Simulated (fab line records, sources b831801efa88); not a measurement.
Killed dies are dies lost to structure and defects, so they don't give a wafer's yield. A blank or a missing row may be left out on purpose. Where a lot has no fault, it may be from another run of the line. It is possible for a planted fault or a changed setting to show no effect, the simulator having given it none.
One fault seen from 2 desks | flow sky130 | numbers are kept per desk, each desk with only its own; the story behind them comes last

## AT THE METROLOGY DESK
Means of the sampled wafers that have a number, per lot and without regard to the tool the lot ran on: this is what the gauges read. Marked OUT: a lot whose mean sits more than 4 standard deviations from the usual mean, which makes it out of limits; the brackets give that distance.
Columns: A = RES_XHIGH_TW at SKY_RES_XHIGH_TW_MEAS_09, usual 1640; B = SD_N_TW at SKY_SD_N_TW_MEAS_12, usual 3990
lot  | first seen here | A    | B
L800 | day 26 13:04    | 1642 | 3993
L802 | day 27 22:02    | 1639 | 4026
L804 | day 28 08:53    | 1635 | 3981
L805 | day 28 16:46    | 1632 | 4012
L806 | day 29 00:20    | 1636 | 3960
L807 | day 29 10:04    | 1662 | 3986
L808 | day 29 23:46    | 1637 | 4030
L809 | day 30 06:05    | 1633 | 3973
L810 | day 30 16:21    | 1638 | 3968
L816 | day 32 18:43    | 1646 | 3976
L818 | day 32 22:56    | 1642 | 3980
L821 | day 33 10:44    | 1638 | 4000
L820 | day 33 14:19    | 1639 | 4010
L822 | day 33 17:38    | 1635 | 3985
Finding of this desk: none of the 14 lots has anything out of limits.

## THE TOOL OWNER'S DESK: rie diel-03
The tool's own readings at SKY_SPACER_ETCHBACK_02 (etches Si3N4 in CH3F/O2, stops on SiO2, time 46.7 s, target depth 45 nm): means of the sampled wafers that have a number, for each lot that ran on this tool. Marked OUT: a lot whose mean sits more than 4 standard deviations from the usual mean, which makes it out of limits; the brackets give that distance.
Columns: A = drypump motor current A at SKY_SPACER_ETCHBACK_02, usual 5.8 A; B = oes product au at SKY_SPACER_ETCHBACK_02, usual 0.850 a.u.; C = throttle valve pct at SKY_SPACER_ETCHBACK_02, usual 10.561 %
lot  | first seen here | A   | B     | C
L802 | day 24 04:59    | 5.8 | 0.844 | 10.565
L805 | day 25 00:20    | 5.9 | 0.855 | 10.565
L808 | day 26 09:31    | 5.9 | 0.842 | 10.563
L809 | day 26 17:29    | 5.9 | 0.851 | 10.574
L816 | day 29 07:23    | 5.8 | 0.858 | 10.563
L818 | day 29 11:32    | 5.9 | 0.844 | 10.571
Finding of this desk: none of the 6 lots has anything out of limits.

## TAKEN TOGETHER
Metrology desk: nothing out of limits seen.
The desk of the tool owner found nothing out of limits.

## WHAT THE SIMULATOR PUT IN
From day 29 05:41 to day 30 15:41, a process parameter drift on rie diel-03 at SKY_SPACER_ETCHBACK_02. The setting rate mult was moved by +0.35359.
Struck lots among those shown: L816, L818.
